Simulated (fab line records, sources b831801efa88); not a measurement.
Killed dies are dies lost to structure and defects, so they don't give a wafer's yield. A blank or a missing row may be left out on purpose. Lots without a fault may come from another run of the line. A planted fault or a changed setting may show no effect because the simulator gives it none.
One fault seen from 2 desks | flow sky130 | each desk has only its own numbers; what lay behind them comes last

THE TOOL OWNER'S DESK: litho_track-03
The tool's own readings at SKY_LI_CONTACT_DEVELOP_11 (develop time 60.92 s): means of the sampled wafers that have a number, for each lot that ran on this tool. A lot is out of limits, marked OUT, if its mean lies more than 4 standard deviations from the usual mean; the brackets give that distance.
Columns: A = developer_temp_C at SKY_LI_CONTACT_DEVELOP_11, usual 21.01 C
lot  | first seen here | A
L971 | day 33 00:00    | 20.95
L975 | day 34 04:00    | 23.26 (+22) OUT
L978 | day 34 16:00    | 23.15 (+21) OUT
This desk's finding: out of limits on L975, L978; first on L975, day 34 04:00 (developer_temp_C at SKY_LI_CONTACT_DEVELOP_11). In limits: L971.

THE METROLOGY DESK
What the gauges read, lot by lot, whatever tool the lot ran on: means of the sampled wafers that have a number. A lot is out of limits, marked OUT, if its mean lies more than 4 standard deviations from the usual mean; the brackets give that distance.
Columns: A = LI_CONTACT_HDPCVD_THK at SKY_LI_CONTACT_THK_MEAS_01, usual 930 nm; B = LI_CONTACT_BOW at SKY_LI_CONTACT_BOW_MEAS_03, usual 57 um; C = cd_nm at SKY_LI_CONTACT_CD_MEAS_12, usual 169.7 nm
lot  | first seen here | A   | B  | C
L961 | day 28 11:50    | 925 | 53 | 170.1
L971 | day 31 21:41    | 927 | 56 | 168.3
L974 | day 32 17:54    | 927 | 54 | 170.6
L975 | day 33 01:56    | 918 | 51 | 170.2
L978 | day 33 13:44    | 931 | 54 | 175.0
L977 | day 33 18:06    | 915 | 48 | 172.5
This desk's finding: nothing out of limits on any of the 6 lots.

PUT TOGETHER
The tool owner's desk could have raised an alarm at day 34 04:00, on L975, L978.
The metrology desk saw nothing out of limits.
The metrology desk has L975, L978 on record, within its limits.
Of the lots named, all ran SKY_LI_CONTACT_DEVELOP_11 on litho_track-03.

WHAT THE SIMULATOR HAD PUT IN
Process parameter drift: litho_track-03, from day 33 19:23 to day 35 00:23, at SKY_LI_CONTACT_DEVELOP_11. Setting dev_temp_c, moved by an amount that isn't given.
Lots struck among those shown: L975, L978.
Hours from the fault's start to each desk's first reading out of limits: the tool owner's desk, 9.
